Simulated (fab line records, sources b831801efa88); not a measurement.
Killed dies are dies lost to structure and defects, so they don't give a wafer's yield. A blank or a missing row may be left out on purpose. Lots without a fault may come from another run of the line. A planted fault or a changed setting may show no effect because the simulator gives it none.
Which tool did it? | flow sky130 | 10 lots, 30 wafers sampled, at 5 steps of a route of 708

WHAT THE GAUGES READ, wafer by wafer
SKY_METAL2_RS_MEAS_05: measures by four-point-probe. Usual: METAL2_ALCU_RS 0.1271 ohm/sq, standard deviation 0.0012.
lot  | measured     | on            | METAL2_ALCU_RS (ohm/sq)                   | flag
L725 | day 34 19:37 | film_metro-04 | 0.1250 0.1251 0.1266                      |
L728 | day 35 20:02 | film_metro-02 | 0.1360 0.1342 0.1350 0.1362 0.1342 0.1353 | OFF
L730 | day 36 11:20 | film_metro-03 | 0.1277 0.1269 0.1266                      |
L731 | day 36 14:52 | film_metro-02 | 0.1261 0.1332 0.1336 0.1264 0.1334 0.1336 | OFF
L732 | day 36 22:58 | film_metro-03 | 0.1271 0.1266 0.1270                      |
L737 | day 38 17:26 | film_metro-03 | 0.1288 0.1290 0.1280                      |
L738 | day 38 21:00 | film_metro-02 | 0.1275 0.1274 0.1265                      |
L740 | day 39 10:41 | film_metro-02 | 0.1263 0.1250 0.1269                      |
L742 | day 39 22:44 | film_metro-03 | 0.1281 0.1286 0.1264                      |
L743 | day 40 05:22 | film_metro-04 | 0.1270 0.1285 0.1291                      |

SKY_METAL2_THK_MEAS_06: measures by xrf. Usual: METAL2_ALCU_THK 248.1 nm, standard deviation 2.5.
lot  | measured     | on            | METAL2_ALCU_THK (nm)                | flag
L725 | day 34 19:43 | film_metro-04 | 252.3 250.9 248.0                   |
L728 | day 36 00:58 | film_metro-02 | 230.9 233.8 233.2 232.2 235.2 232.7 | OFF
L730 | day 36 11:26 | film_metro-03 | 246.7 247.9 248.4                   |
L731 | day 36 17:53 | film_metro-02 | 249.5 236.4 237.0 248.9 238.1 235.0 |
L732 | day 36 23:05 | film_metro-03 | 247.3 247.8 246.2                   |
L737 | day 38 17:34 | film_metro-03 | 246.2 244.3 246.8                   |
L738 | day 38 21:07 | film_metro-02 | 245.6 247.5 248.7                   |
L740 | day 39 10:49 | film_metro-02 | 250.9 254.2 249.0                   |
L742 | day 39 22:51 | film_metro-03 | 246.1 244.7 249.7                   |
L743 | day 40 05:29 | film_metro-04 | 249.2 247.7 246.3                   |

SKY_METAL2_OVL_MEAS_16. Usual: METAL2_OVL 2 nm, standard deviation 4.7.
lot  | measured     | on         | METAL2_OVL (nm) | flag
L725 | day 35 21:19 | overlay-01 | 5 1 -9          |
L728 | day 36 21:47 | overlay-01 | 3 8 -6          |
L730 | day 37 12:54 | overlay-02 | 2 7 2           |
L731 | day 37 16:44 | overlay-02 | 2 2 1           |
L732 | day 38 00:15 | overlay-02 | -5 -5 -5        |
L737 | day 39 17:08 | overlay-02 | 2 0 9           |
L738 | day 39 22:19 | overlay-01 | 1 13 6          |
L740 | day 40 11:50 | overlay-02 | -7 2 -2         |
L742 | day 40 23:11 | overlay-01 | 3 7 2           |
L743 | day 41 06:54 | overlay-01 | 3 4 1           |

WHICH TOOL RAN EACH LOT (tool, then ch and the chambers of the sampled wafers, then the start)
lot  | SKY_VIA1_STRIP_16                    | SKY_METAL2_SPUTTER_02
L725 | plasma_asher-01 ch 0,1, day 34 18:14 | pvd_sputter-04, day 34 19:29
L728 | plasma_asher-01 ch 0,1, day 35 18:39 | pvd_sputter-04, day 35 19:56
L730 | plasma_asher-01 ch 0,1, day 36 09:56 | pvd_sputter-03, day 36 11:11
L731 | plasma_asher-01 ch 0,1, day 36 13:31 | pvd_sputter-04, day 36 14:47
L732 | plasma_asher-04 ch 0,1, day 36 21:35 | pvd_sputter-03, day 36 22:52
L737 | plasma_asher-02 ch 0,1, day 38 16:04 | pvd_sputter-02, day 38 17:21
L738 | plasma_asher-04 ch 0,1, day 38 19:37 | pvd_sputter-02, day 38 20:53
L740 | plasma_asher-02 ch 0,1, day 39 08:53 | pvd_sputter-04, day 39 10:36
L742 | plasma_asher-04 ch 0,1, day 39 21:20 | pvd_sputter-04, day 39 22:38
L743 | plasma_asher-04 ch 0, day 40 03:56   | pvd_sputter-02, day 40 05:16
- SKY_VIA1_STRIP_16: strips in O2/N2.
- SKY_METAL2_SPUTTER_02: material AlCu, target thk 250 nm, time 13.3 s.

WHAT THE TOOLS THEMSELVES READ (means of the sampled wafers that have a number; where no wafer has one, the mark that the record gives instead)
SKY_VIA1_STRIP_16. Usual: drypump_motor_current_A 5.7 A, standard deviation 0.44; oes_product_au 0.415 a.u., standard deviation 0.0047; strip_time_to_endpoint_s 4.459 s, standard deviation 0.026.
lot  | tool            | drypump_motor_current_A (A) | oes_product_au (a.u.) | strip_time_to_endpoint_s (s) | flag
L725 | plasma_asher-01 | 5.6                         | 0.416                 | 4.467                        |
L728 | plasma_asher-01 | 5.6                         | 0.416                 | 4.435                        |
L730 | plasma_asher-01 | 5.6                         | 0.416                 | 4.447                        |
L731 | plasma_asher-01 | 5.7                         | 0.417                 | 4.482                        |
L732 | plasma_asher-04 | 5.7                         | 0.417                 | 4.438                        |
L737 | plasma_asher-02 | 6.1                         | 0.418                 | 4.467                        |
L738 | plasma_asher-04 | 5.7                         | 0.419                 | 4.448                        |
L740 | plasma_asher-02 | 6.1                         | 0.415                 | 4.453                        |
L742 | plasma_asher-04 | 5.7                         | 0.418                 | 4.464                        |
L743 | plasma_asher-04 | 5.6                         | 0.416                 | 4.489                        |

SKY_METAL2_SPUTTER_02. Usual: throttle_valve_pct 29.8 %, standard deviation 1.2.
lot  | tool           | throttle_valve_pct (%) | flag
L725 | pvd_sputter-04 | 29.5                   |
L728 | pvd_sputter-04 | 28.4                   |
L730 | pvd_sputter-03 | 29.9                   |
L731 | pvd_sputter-04 | 29.6                   |
L732 | pvd_sputter-03 | 31.0                   |
L737 | pvd_sputter-02 | 29.1                   |
L738 | pvd_sputter-02 | 29.1                   |
L740 | pvd_sputter-04 | 29.8                   |
L742 | pvd_sputter-04 | 30.5                   |
L743 | pvd_sputter-02 | 29.6                   |

THE ANSWER, worked out from the rows above alone
Rule: a lot is off if the mean of its wafers that have a number lies more than 3 standard deviations from the usual mean. A lot without any number at a reading at which 4 lots or more have one is off too. The other lots that the step has rows for count as sound. The gauges are gone through in route order, then the tools' own readings, and for those a lot's mean is taken as printed above. The first step at which some lot is off is used, and at that step the reading that is off furthest; a lot without a number counts as furthest.
Off: L728, L731, at SKY_METAL2_RS_MEAS_05 (METAL2_ALCU_RS).
A tool fits if, at a process step before that reading, it ran every lot that is off, and no sound lot after the first of them. The gauges at SKY_METAL2_RS_MEAS_05 are tried like those tools. None of those tried fits.

WHAT THE SIMULATOR HAD PUT IN
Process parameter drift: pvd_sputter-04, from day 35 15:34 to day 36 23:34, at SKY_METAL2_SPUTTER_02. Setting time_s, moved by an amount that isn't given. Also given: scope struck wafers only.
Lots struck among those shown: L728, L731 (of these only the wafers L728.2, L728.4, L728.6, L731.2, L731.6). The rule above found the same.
